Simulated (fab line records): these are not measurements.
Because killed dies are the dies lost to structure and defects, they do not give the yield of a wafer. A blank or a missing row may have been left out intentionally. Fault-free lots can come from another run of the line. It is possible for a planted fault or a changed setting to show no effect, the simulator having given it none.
fab line records	flow sky130	part 1 of 2: steps 1 to 33 of 40
[record] lots = 5	wafers = 15	last_day = 49
route steps=708 shown LOCAL_INTERCONNECT@389 CONTACT@406
lots that met no fault: from a run of the same line without faults
start_h: the number of hours between the record's first day and the start of the first shown wafer of the lot	wait_h: how many hours have passed since the lot's step before this one	" repeats the value in the row above	L1.1+2: a single row standing in for several wafers	- no value, or no start was given	* or withheld: withheld	< > ~ a bound
route shown NAME@n: names a module that has steps shown in the file, with the first one's number in the route	usual: mean/standard deviation taken from wafers without a fault	same: alike in all rows	chamber/n: place in a boat	sites: each site's reading	_std_site: standard deviation across them	_edge_site: mean of outer sites minus mean of inner sites	radius_mm: for every site, how far away it sits from the centre of the wafer	mask NAME#n: copy n	behind: tool/chamber where the wafer was last shaped	hold: what put the lot on hold/how long, in hours/how the hold closed	device: the n, p or np transistor that did not switch	end of line: the route-end tests of the same wafers	for a step that has no rows: nothing shown but its recipe	killed: not the wafer's yield, but the dies lost to structure and defects at the first sort	map: dies across one wafer; x = killed, . = not, _ = none there
set.NAME: the setting as run; set.NAME@STEP: as run at that earlier step	model.NAME: the simulator's own value behind a step, which no gauge read
lots seen at some steps along the route; tables by step, rows by wafer
services: when a tool's chamber went out of use (start_h, in hours from the record's first day, below 0 if earlier), for how many hours, and the reason
[[steps]]
[step SKY_LOCAL_INTERCONNECT_THK_MEAS_02]
[recipe] thk_meas_gauge = xrf	reads = TiN_of_LOCAL_INTERCONNECT_SPUTTER_00
[usual] LOCAL_INTERCONNECT_TIN_THK = 99.3/0.91
lot.wafer	tool	chamber	start_h	wait_h	LOCAL_INTERCONNECT_TIN_THK[nm]
L077.1	film_metro-01	-	704.02	0.1	99.7
L077.5	"	-	"	"	99.3
L077.6	"	-	"	"	99.0
L088.2	film_metro-02	-	797.25	0.1	100.6
L088.5	"	-	"	"	99.7
L088.6	"	-	"	"	99.3
L089.1	film_metro-02	-	807.71	0.1	100.3
L089.5	"	-	"	"	100.4
L089.6	"	-	"	"	100.0
L092.2	film_metro-01	-	821.81	0.1	97.8
L092.4	"	-	"	"	97.9
L092.6	"	-	"	"	99.0
L093.1	film_metro-01	-	831.88	0.1	98.9
L093.2	"	-	"	"	99.1
L093.5	"	-	"	"	98.8
[step SKY_LOCAL_INTERCONNECT_DEHYDRATE_03]
[recipe] temp_c = 200	time_s = 60
lot.wafer	tool	chamber	start_h	wait_h
L077.1+5+6	litho_track-04	0	717.40	13.4
L088.2+5+6	litho_track-03	0	810.27	13.0
L089.1+5+6	litho_track-04	0	819.75	12.0
L092.2+4+6	litho_track-04	0	834.83	13.0
L093.1+2+5	litho_track-04	0	843.96	12.1
[step SKY_LOCAL_INTERCONNECT_HMDS_04]
[recipe] prime_time_s = 60	prime_temp_c = 120
lot.wafer	tool	chamber	start_h	wait_h
L077.1+5+6	litho_track-04	0	717.55	0.1
L088.2+5+6	litho_track-03	0	810.42	0.1
L089.1+5+6	litho_track-04	0	819.90	0.1
L092.2+4+6	litho_track-04	0	834.98	0.1
L093.1+2+5	litho_track-04	0	844.11	0.1
[step SKY_LOCAL_INTERCONNECT_COAT_05]
[recipe] resist = BARC	temp_c = withheld	time_s = withheld	spin_rpm = 3000	resist_thk_nm = 60
lot.wafer	tool	chamber	start_h	wait_h
L077.1+5+6	litho_track-04	0	717.70	0.1
L088.2+5+6	litho_track-03	0	810.57	0.1
L089.1+5+6	litho_track-04	0	820.05	0.1
L092.2+4+6	litho_track-04	0	835.13	0.1
L093.1+2+5	litho_track-04	0	844.26	0.1
[step SKY_LOCAL_INTERCONNECT_COAT_06]
[recipe] resist = KrF-thick	spin_rpm = 3000	resist_thk_nm = 450
lot.wafer	tool	chamber	start_h	wait_h
L077.1+5+6	litho_track-04	0	-	-
L088.2+5+6	litho_track-03	0	-	-
L089.1+5+6	litho_track-04	0	-	-
L092.2+4+6	litho_track-04	0	-	-
L093.1+2+5	litho_track-04	0	-	-
[step SKY_LOCAL_INTERCONNECT_SOFTBAKE_07]
[recipe] temp_c = 100	time_s = 90	resist = KrF-thick
lot.wafer	tool	chamber	start_h	wait_h
L077.1+5+6	litho_track-04	0	-	-
L088.2+5+6	litho_track-03	0	-	-
L089.1+5+6	litho_track-04	0	-	-
L092.2+4+6	litho_track-04	0	-	-
L093.1+2+5	litho_track-04	0	-	-
[step SKY_LOCAL_INTERCONNECT_EXPOSE_08]
[recipe] mask_id = LI1M	na = 0.8	source_shape = annular	sigma_inner = 0.55	sigma_outer = 0.85	target_cd_nm = 170	dose_mj = 28
lot.wafer	tool	chamber	start_h	wait_h	mask
L077.1+5+6	krf_scanner-01	0	-	-	LI1M#0
L088.2+5+6	krf_scanner-01	0	-	-	LI1M#0
L089.1+5+6	krf_scanner-02	0	-	-	LI1M#0
L092.2+4+6	krf_scanner-01	0	-	-	LI1M#0
L093.1+2+5	krf_scanner-02	0	-	-	LI1M#0
[step SKY_LOCAL_INTERCONNECT_PEB_09]
[recipe] peb_temp_c = withheld	peb_time_s = withheld	resist = KrF-thick
lot.wafer	tool	chamber	start_h	wait_h
L077.1+5+6	litho_track-04	0	-	-
L088.2+5+6	litho_track-02	0	-	-
L089.1+5+6	litho_track-03	0	-	-
L092.2+4+6	litho_track-04	0	-	-
L093.1+2+5	litho_track-03	0	-	-
[step SKY_LOCAL_INTERCONNECT_DEVELOP_10]
[recipe] develop_time_s = 60	resist = KrF-thick	dev_temp_c = 21
lot.wafer	tool	chamber	start_h	wait_h
L077.1+5+6	litho_track-04	0	-	-
L088.2+5+6	litho_track-02	0	-	-
L089.1+5+6	litho_track-03	0	-	-
L092.2+4+6	litho_track-04	0	-	-
L093.1+2+5	litho_track-03	0	-	-
[step SKY_LOCAL_INTERCONNECT_CD_MEAS_11]
[recipe] target_cd_nm = 170
[usual] cd_nm = 170.1/1.7
lot.wafer	tool	chamber	start_h	wait_h	cd_nm
L077.1	cd_sem-02	-	731.65	-	169.9
L077.5	"	-	"	"	170.4
L077.6	"	-	"	"	170.6
L088.2	cd_sem-01	-	824.38	-	169.2
L088.5	"	-	"	"	170.2
L088.6	"	-	"	"	169.9
L089.1	cd_sem-02	-	834.59	-	170.2
L089.5	"	-	"	"	169.6
L089.6	"	-	"	"	169.3
L092.2	cd_sem-01	-	847.63	-	170.6
L092.4	"	-	"	"	169.7
L092.6	"	-	"	"	172.6
L093.1	cd_sem-02	-	857.79	-	168.7
L093.2	"	-	"	"	168.6
L093.5	"	-	"	"	168.6
[step SKY_LOCAL_INTERCONNECT_OVL_MEAS_12]
[usual] LOCAL_INTERCONNECT_OVL = 0/5.4
lot.wafer	tool	chamber	start_h	wait_h	LOCAL_INTERCONNECT_OVL[nm]
L077.1	overlay-02	-	731.77	0.1	-4
L077.5	"	-	"	"	5
L077.6	"	-	"	"	6
L088.2	overlay-02	-	824.48	0.1	3
L088.5	"	-	"	"	1
L088.6	"	-	"	"	0
L089.1	overlay-02	-	834.71	0.1	-9
L089.5	"	-	"	"	-8
L089.6	"	-	"	"	-1
L092.2	overlay-01	-	847.73	0.1	5
L092.4	"	-	"	"	9
L092.6	"	-	"	"	4
L093.1	overlay-01	-	857.91	0.1	-6
L093.2	"	-	"	"	-6
L093.5	"	-	"	"	-1
[step SKY_LOCAL_INTERCONNECT_ETCH_13]
[recipe] chemistry = N2/H2	target = BARC	ion_energy_ev = 200	bias_w = 100	pressure_mtorr = 30	n2_flow_sccm = 100	h2_flow_sccm = 200	icp_w = 500	stop_on = SiO2	time_s = 45.9	target_depth_a = 600
[usual] bias_w = 100.05/0.26	drypump_motor_current_A = 5.7/0.38	oes_product_au = 0.854/0.0047	throttle_valve_pct = 13.224/0.009
lot.wafer	tool	chamber	start_h	wait_h	bias_w	drypump_motor_current_A	oes_product_au	rf_hours_counter_h	throttle_valve_pct
L077.1	rie_metal-01	1	731.81	0.0	99.88	5.5	0.853	6	13.229
L077.5	"	0	"	"	100.19	5.8	0.854	-	13.227
L077.6	"	1	"	"	100.15	5.6	0.851	-	13.232
L088.2	rie_metal-04	0	824.51	0.0	99.96	6.5	0.854	14	13.232
L088.5	"	0	"	"	100.31	6.5	0.857	-	13.219
L088.6	"	1	"	"	99.77	5.3	0.848	-	13.215
L089.1	rie_metal-01	0	834.75	0.0	99.90	5.8	0.852	12	13.230
L089.5	"	0	"	"	100.03	5.8	0.867	-	13.225
L089.6	"	1	"	"	99.89	5.5	0.853	-	13.219
L092.2	rie_metal-01	1	847.76	0.0	99.86	5.5	0.855	10	13.234
L092.4	"	0	"	"	100.38	5.8	0.848	-	13.218
L092.6	"	0	"	"	99.79	5.8	0.843	-	13.236
L093.1	rie_metal-04	1	857.95	0.0	99.62	5.3	0.866	10	13.236
L093.2	"	0	"	"	99.84	6.5	0.854	16	13.218
L093.5	"	0	"	"	99.88	6.5	0.858	-	13.224
[step SKY_LOCAL_INTERCONNECT_METAL_ETCH_14]
[recipe] target_depth_nm = 110	stop_on = PSG	chemistry = Cl2/BCl3	target = TiN	resist_sidewall_deg = 88	pressure_mtorr = 10	icp_w = 900	bias_w = 48.5	Cl2_flow_sccm = 60	bcl3_flow_sccm = 30	time_s = 31.4
[usual] bias_w = 48.50/0.16	drypump_motor_current_A = 5.7/0.38	oes_product_au = 0.938/0.0073	throttle_valve_pct = 21.904/0.0093
lot.wafer	tool	chamber	start_h	wait_h	bias_w	drypump_motor_current_A	oes_product_au	rf_hours_counter_h	throttle_valve_pct
L077.1	rie_metal-01	1	731.87	0.0	48.30	5.5	0.939	6	21.906
L077.5	"	0	"	"	48.53	5.8	0.932	-	21.892
L077.6	"	1	"	"	48.46	5.5	0.937	-	21.924
L088.2	rie_metal-04	0	824.58	0.0	48.17	6.5	0.941	15	21.916
L088.5	"	0	"	"	48.31	6.4	0.939	-	21.904
L088.6	"	1	"	"	48.45	5.3	0.943	-	21.896
L089.1	rie_metal-01	0	834.81	0.0	48.15	5.8	0.950	12	21.895
L089.5	"	0	"	"	48.49	5.8	0.951	-	21.895
L089.6	"	1	"	"	48.43	5.5	0.934	-	21.898
L092.2	rie_metal-01	1	847.82	0.0	48.36	5.5	0.924	10	21.904
L092.4	"	0	"	"	48.47	5.8	0.928	-	21.921
L092.6	"	0	"	"	48.42	5.8	0.941	-	21.910
L093.1	rie_metal-04	1	858.01	0.0	48.24	5.3	0.939	10	21.905
L093.2	"	0	"	"	48.50	6.5	0.941	16	21.914
L093.5	"	0	"	"	48.86	6.5	0.927	-	21.891
[step SKY_LOCAL_INTERCONNECT_STRIP_15]
[recipe] chemistry = O2/N2	power_w = 1400	pressure_mtorr = 1500	platen_temp_c = withheld	o2_flow_sccm = 3000	n2_flow_sccm = 300	overash_fraction = 0.5
[usual] drypump_motor_current_A = 6.1/0.51	oes_product_au = 0.426/0.0044	strip_time_to_endpoint_s = 4.713/0.019
lot.wafer	tool	chamber	start_h	wait_h	drypump_motor_current_A	oes_product_au	rf_hours_counter_h	strip_time_to_endpoint_s
L077.1	plasma_asher-04	1	731.93	0.0	6.4	0.423	30	4.701
L077.5	"	1	"	"	6.5	0.422	-	4.666
L077.6	"	0	"	"	6.5	0.425	-	4.706
L088.2	plasma_asher-04	1	824.63	0.0	6.4	0.423	37	4.710
L088.5	"	1	"	"	6.4	0.421	-	4.727
L088.6	"	0	"	"	6.4	0.426	-	4.666
L089.1	plasma_asher-04	0	834.86	0.0	6.4	0.417	38	4.725
L089.5	"	0	"	"	6.4	0.427	-	4.729
L089.6	"	1	"	"	6.4	0.428	-	4.712
L092.2	plasma_asher-03	1	847.88	0.0	6.3	0.432	104	4.720
L092.4	"	0	"	"	6.1	0.421	-	4.736
L092.6	"	0	"	"	6.1	0.428	-	4.705
L093.1	plasma_asher-03	1	858.06	0.0	6.3	0.430	105	4.721
L093.2	"	0	"	"	6.1	0.425	105	4.707
L093.5	"	0	"	"	6.1	0.423	-	4.726
[step SKY_LOCAL_INTERCONNECT_STRIP_16]
[recipe] chemistry = post_etch_residue_remover	time_s = 1200	temp_c = 72.5
[usual] bath_heat_duty_pct = 14.4/1.5
lot.wafer	tool	chamber	start_h	wait_h	bath_heat_duty_pct
L077.1	wet_bench-04	3	732.03	0.1	12.2
L077.5	"	3	"	"	12.2
L077.6	"	3	"	"	13.9
L088.2	wet_bench-03	1	824.73	0.1	11.7
L088.5	"	1	"	"	11.7
L088.6	"	1	"	"	11.6
L089.1	wet_bench-03	0	834.96	0.1	16.1
L089.5	"	0	"	"	15.2
L089.6	"	0	"	"	16.1
L092.2	wet_bench-03	0	847.98	0.1	15.8
L092.4	"	0	"	"	15.8
L092.6	"	0	"	"	16.0
L093.1	wet_bench-04	3	858.34	0.2	12.2
L093.2	"	3	"	"	12.1
L093.5	"	3	"	"	12.9
[step SKY_LOCAL_INTERCONNECT_CLEAN_17]
[recipe] chemistry = IPA	time_s = 180	temp_c = 25
[usual] bath_heat_duty_pct = 6.7/0.9
lot.wafer	tool	chamber	start_h	wait_h	bath_heat_duty_pct
L077.1	wet_bench-02	3	732.37	0.0	7.5
L077.5	"	3	"	"	6.8
L077.6	"	3	"	"	7.9
L088.2	wet_bench-02	2	825.07	0.0	6.9
L088.5	"	2	"	"	6.9
L088.6	"	2	"	"	6.7
L089.1	wet_bench-02	0	835.30	0.0	6.8
L089.5	"	0	"	"	7.1
L089.6	"	0	"	"	7.3
L092.2	wet_bench-04	0	848.35	0.0	6.3
L092.4	"	0	"	"	6.8
L092.6	"	0	"	"	6.5
L093.1	wet_bench-03	2	859.09	0.0	6.7
L093.2	"	2	"	"	6.0
L093.5	"	2	"	"	7.0
[step SKY_LOCAL_INTERCONNECT_CLEAN_18]
[recipe] chemistry = O3/DIW	dry = n2_spin
lot.wafer	tool	chamber	start_h	wait_h
L077.1+5+6	wet_bench-03	2	732.43	0.0
L088.2+5+6	wet_bench-04	0	825.13	0.0
L089.1+5+6	wet_bench-04	1	835.36	0.0
L092.2+4+6	wet_bench-03	3	848.41	0.0
L093.1+2+5	wet_bench-02	3	859.14	0.0
[step SKY_CONTACT_CVD_00]
[recipe] material = Si3N4	target_thk_nm = 75	temp_c = 400	time_s = withheld	rf_w = 450
[usual] heater_power_w = 703/100
lot.wafer	tool	chamber	start_h	wait_h	heater_power_w
L077.1	pecvd-01	1	732.52	0.0	662
L077.5	"	1	"	"	675
L077.6	"	2	"	"	717
L088.2	pecvd-02	2	825.22	0.0	729
L088.5	"	2	"	"	733
L088.6	"	1	"	"	600
L089.1	pecvd-04	0	835.45	0.0	620
L089.5	"	0	"	"	648
L089.6	"	1	"	"	613
L092.2	pecvd-04	0	848.51	0.0	586
L092.4	"	2	"	"	649
L092.6	"	1	"	"	539
L093.1	pecvd-02	1	859.24	0.0	631
L093.2	"	0	"	"	675
L093.5	"	0	"	"	703
[step SKY_CONTACT_THK_MEAS_01]
[recipe] reads = Si3N4_of_CONTACT_CVD_00
[usual] CONTACT_CVD_00_THK = 74.7/1.1
lot.wafer	tool	chamber	start_h	wait_h	CONTACT_CVD_00_THK[nm]
L077.1	film_metro-01	-	732.57	-	73.9
L077.5	"	-	"	"	75.3
L077.6	"	-	"	"	75.1
L088.2	film_metro-03	-	825.27	-	74.2
L088.5	"	-	"	"	75.4
L088.6	"	-	"	"	75.6
L089.1	film_metro-03	-	835.49	-	73.3
L089.5	"	-	"	"	75.6
L089.6	"	-	"	"	75.4
L092.2	film_metro-04	-	848.55	-	73.7
L092.4	"	-	"	"	76.3
L092.6	"	-	"	"	76.7
L093.1	film_metro-01	-	859.27	-	74.7
L093.2	"	-	"	"	72.6
L093.5	"	-	"	"	74.7
[step SKY_CONTACT_HDPCVD_02]
[recipe] material = SiO2	target_thk_nm = 565	sigma_open_frac = 0.3	time_s = 94.2	temp_c = 600	sih4_flow_sccm = 60	pressure_mtorr = 6
lot.wafer	tool	chamber	start_h	wait_h
L077.1+5+6	hdpcvd-02	2,2,0	732.63	0.1
L088.2+5+6	hdpcvd-01	0,2,0	825.32	0.0
L089.1+5+6	hdpcvd-02	0,2,1	835.55	0.1
L092.2+4+6	hdpcvd-01	1,0,2	848.60	0.0
L093.1+2+5	hdpcvd-01	2,1,0	859.33	0.1
[step SKY_CONTACT_THK_MEAS_03]
[recipe] reads = SiO2_of_CONTACT_HDPCVD_02
[usual] CONTACT_HDPCVD_THK = 565/6.6
lot.wafer	tool	chamber	start_h	wait_h	CONTACT_HDPCVD_THK[nm]
L077.1	film_metro-04	-	732.70	0.0	560
L077.5	"	-	"	"	562
L077.6	"	-	"	"	557
L088.2	film_metro-01	-	825.40	0.0	561
L088.5	"	-	"	"	572
L088.6	"	-	"	"	563
L089.1	film_metro-03	-	835.62	0.0	560
L089.5	"	-	"	"	567
L089.6	"	-	"	"	559
L092.2	film_metro-03	-	848.68	0.0	574
L092.4	"	-	"	"	559
L092.6	"	-	"	"	563
L093.1	film_metro-03	-	859.40	0.0	570
L093.2	"	-	"	"	571
L093.5	"	-	"	"	570
[step SKY_CONTACT_CMP_04]
[recipe] material = SiO2	down_force_psi = 4	platen_rpm = 60	pad_velocity_m_s = 0.94248
[usual] motor_current_A = 13.4/1.2	time_to_endpoint_s = 84/4
lot.wafer	tool	chamber	start_h	wait_h	motor_current_A	time_to_endpoint_s
L077.1	cmp-02	0	732.91	0.2	14.2	80
L077.6	"	1	"	"	14.4	80
L077.5	"	2	"	"	15.0	85
L088.2	cmp-02	1	825.45	0.0	13.5	82
L088.6	"	1	"	"	14.2	83
L088.5	"	2	"	"	14.4	85
L089.1	cmp-02	2	835.73	0.1	14.1	76
L089.6	"	1	"	"	14.1	78
L089.5	"	2	"	"	14.1	82
L092.4	cmp-02	1	848.73	0.0	13.7	81
L092.2	"	0	"	"	15.4	86
L092.6	"	1	"	"	14.0	85
L093.2	cmp-02	2	859.46	0.0	14.3	83
L093.1	"	1	"	"	13.2	88
L093.5	"	2	"	"	14.2	87
[step SKY_CONTACT_BOW_MEAS_05]
[recipe] mode = bow
[usual] CONTACT_BOW = 80/6.6
lot.wafer	tool	chamber	start_h	wait_h	CONTACT_BOW[um]
L077.1	film_metro-04	-	733.06	0.1	75
L077.5	"	-	"	"	89
L077.6	"	-	"	"	86
L088.2	film_metro-03	-	825.77	0.3	79
L088.5	"	-	"	"	71
L088.6	"	-	"	"	78
L089.1	film_metro-04	-	835.98	0.2	67
L089.5	"	-	"	"	63
L089.6	"	-	"	"	72
L092.2	film_metro-04	-	849.05	0.1	85
L092.4	"	-	"	"	82
L092.6	"	-	"	"	76
L093.1	film_metro-03	-	859.76	0.1	81
L093.2	"	-	"	"	75
L093.5	"	-	"	"	82
[step SKY_CONTACT_DEHYDRATE_06]
[recipe] temp_c = 200	time_s = 60
lot.wafer	tool	chamber	start_h	wait_h
L077.1+5+6	litho_track-01	0	746.47	13.4
L088.2+5+6	litho_track-02	0	838.38	12.6
L089.1+5+6	litho_track-01	0	847.42	11.4
L092.2+4+6	litho_track-03	0	861.72	12.6
L093.1+2+5	litho_track-02	0	872.36	12.6
[step SKY_CONTACT_HMDS_07]
[recipe] prime_time_s = 60	prime_temp_c = 120
lot.wafer	tool	chamber	start_h	wait_h
L077.1+5+6	litho_track-01	0	746.62	0.1
L088.2+5+6	litho_track-02	0	838.53	0.1
L089.1+5+6	litho_track-01	0	847.57	0.1
L092.2+4+6	litho_track-03	0	861.87	0.1
L093.1+2+5	litho_track-02	0	872.51	0.1
[step SKY_CONTACT_COAT_08]
[recipe] resist = BARC	temp_c = withheld	time_s = withheld	spin_rpm = 3000	resist_thk_nm = 60
lot.wafer	tool	chamber	start_h	wait_h
L077.1+5+6	litho_track-01	0	746.77	0.1
L088.2+5+6	litho_track-02	0	838.68	0.1
L089.1+5+6	litho_track-01	0	847.72	0.1
L092.2+4+6	litho_track-03	0	862.02	0.1
L093.1+2+5	litho_track-02	0	872.66	0.1
[step SKY_CONTACT_COAT_09]
[recipe] resist = KrF-thick	spin_rpm = 3000	resist_thk_nm = 450
lot.wafer	tool	chamber	start_h	wait_h
L077.1+5+6	litho_track-01	0	-	-
L088.2+5+6	litho_track-02	0	-	-
L089.1+5+6	litho_track-01	0	-	-
L092.2+4+6	litho_track-03	0	-	-
L093.1+2+5	litho_track-02	0	-	-
[step SKY_CONTACT_SOFTBAKE_10]
[recipe] temp_c = 100	time_s = 90	resist = KrF-thick
lot.wafer	tool	chamber	start_h	wait_h
L077.1+5+6	litho_track-01	0	-	-
L088.2+5+6	litho_track-02	0	-	-
L089.1+5+6	litho_track-01	0	-	-
L092.2+4+6	litho_track-03	0	-	-
L093.1+2+5	litho_track-02	0	-	-
[step SKY_CONTACT_EXPOSE_11]
[recipe] mask_id = CTM1	na = 0.8	source_shape = annular	sigma_inner = 0.55	sigma_outer = 0.85	target_cd_nm = 170	dose_mj = 38
lot.wafer	tool	chamber	start_h	wait_h	mask
L077.1+5+6	krf_scanner-01	0	-	-	CTM1#0
L088.2+5+6	krf_scanner-02	0	-	-	CTM1#0
L089.1+5+6	krf_scanner-01	0	-	-	CTM1#0
L092.2+4+6	krf_scanner-01	0	-	-	CTM1#0
L093.1+2+5	krf_scanner-02	0	-	-	CTM1#0
[step SKY_CONTACT_PEB_12]
[recipe] peb_temp_c = withheld	peb_time_s = withheld	resist = KrF-thick
lot.wafer	tool	chamber	start_h	wait_h
L077.1+5+6	litho_track-03	0	-	-
L088.2+5+6	litho_track-03	0	-	-
L089.1+5+6	litho_track-01	0	-	-
L092.2+4+6	litho_track-01	0	-	-
L093.1+2+5	litho_track-02	0	-	-
[step SKY_CONTACT_DEVELOP_13]
[recipe] develop_time_s = 60	resist = KrF-thick	dev_temp_c = 21
lot.wafer	tool	chamber	start_h	wait_h
L077.1+5+6	litho_track-03	0	-	-
L088.2+5+6	litho_track-03	0	-	-
L089.1+5+6	litho_track-01	0	-	-
L092.2+4+6	litho_track-01	0	-	-
L093.1+2+5	litho_track-02	0	-	-
[step SKY_CONTACT_CD_MEAS_14]
[recipe] target_cd_nm = 170
[usual] cd_nm = 169.6/1.3
lot.wafer	tool	chamber	start_h	wait_h	cd_nm
L077.1	cd_sem-01	-	760.24	-	170.7
L077.5	"	-	"	"	171.5
L077.6	"	-	"	"	170.4
L088.2	cd_sem-01	-	852.36	-	166.4
L088.5	"	-	"	"	166.3
L088.6	"	-	"	"	166.6
L089.1	cd_sem-01	-	861.02	-	170.5
L089.5	"	-	"	"	169.6
L089.6	"	-	"	"	170.2
L092.2	cd_sem-01	-	874.59	-	169.1
L092.4	"	-	"	"	169.4
L092.6	"	-	"	"	169.6
L093.1	cd_sem-01	-	886.41	-	169.8
L093.2	"	-	"	"	168.1
L093.5	"	-	"	"	169.5
[step SKY_CONTACT_OVL_MEAS_15]
[usual] CONTACT_OVL = 0/5.6
lot.wafer	tool	chamber	start_h	wait_h	CONTACT_OVL[nm]
L077.1	overlay-02	-	760.36	0.1	1
L077.5	"	-	"	"	-2
L077.6	"	-	"	"	-1
L088.2	overlay-01	-	852.47	0.1	1
L088.5	"	-	"	"	2
L088.6	"	-	"	"	5
L089.1	overlay-02	-	861.14	0.1	2
L089.5	"	-	"	"	3
L089.6	"	-	"	"	-1
L092.2	overlay-02	-	874.70	0.1	-8
L092.4	"	-	"	"	-9
L092.6	"	-	"	"	-4
L093.1	overlay-01	-	886.53	0.1	6
L093.2	"	-	"	"	2
L093.5	"	-	"	"	3
